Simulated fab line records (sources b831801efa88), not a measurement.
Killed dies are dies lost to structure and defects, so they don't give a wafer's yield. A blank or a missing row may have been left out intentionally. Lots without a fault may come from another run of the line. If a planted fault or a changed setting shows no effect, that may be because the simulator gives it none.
One fault through the eyes of 2 desks	flow gf180mcu	each desk has only its own numbers; what lay behind them comes last

THE TOOL OWNER'S DESK: implanter-04
GF_HV_LDD_IMPLANT_48, tool's own readings: per-lot mean of the sampled wafers with a number, covering each lot this tool ran. The brackets show how far a lot's mean lies from the usual mean; more than 4 standard deviations puts the lot out of limits, marked OUT.
Columns: A = beam_energy_keV at GF_HV_LDD_IMPLANT_48, usual 25.001
lot	first seen here	A
L497	day 13 07:43	25.011
L500	day 14 02:52	24.997
L505	day 15 15:14	33.708 (+99 or more) OUT
L507	day 16 08:24	33.722 (+99 or more) OUT
L514	day 18 18:01	24.995
L516	day 19 10:59	24.990
L518	day 19 21:47	24.993
This desk's verdict: out of limits on L505, L507, starting with L505 at day 15 15:14 (beam_energy_keV at GF_HV_LDD_IMPLANT_48). Within limits: L497, L500, L514, L516, L518.

FROM THE METROLOGY DESK
What the gauges read, lot by lot, whatever tool the lot ran on: means of the sampled wafers that have a number. The brackets show how far a lot's mean lies from the usual mean; more than 4 standard deviations puts the lot out of limits, marked OUT.
Columns: A = HV_LDD_4_TW at GF_HV_LDD_TW_MEAS_50, usual 573
lot	first seen here	A
L496	day 13 04:41	576
L497	day 13 07:58	573
L498	day 13 12:29	572
L499	day 13 20:11	570
L500	day 14 03:05	570
L505	day 15 15:29	614 (+8.0) OUT
L507	day 16 08:39	602 (+5.7) OUT
L511	day 17 19:01	577
L512	day 18 03:23	567
L513	day 18 12:14	573
L514	day 18 18:16	570
L516	day 19 11:12	568
L518	day 19 22:01	580
This desk's result: L505, L507 out of limits, first on L505 (HV_LDD_4_TW at GF_HV_LDD_TW_MEAS_50), day 15 15:29. Within limits: L496, L497, L498, L499, L500, L511, L512, L513, L514, L516, L518.

PUT TOGETHER
The tool owner's desk had the chance to raise an alarm at day 15 15:14 on L505, L507.
At day 15 15:29 the metrology desk could have sounded an alarm, on L505, L507.
All the named lots went through GF_HV_LDD_IMPLANT_48 on implanter-04.

WHAT THE SIMULATOR HAD PUT IN
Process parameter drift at GF_HV_LDD_IMPLANT_48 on implanter-04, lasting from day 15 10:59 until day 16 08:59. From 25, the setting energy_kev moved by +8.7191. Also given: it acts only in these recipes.
Lots struck among those shown: L505, L507.
Fault start to first reading out of limits, in hours, per desk: tool owner, 4; metrology, 4.
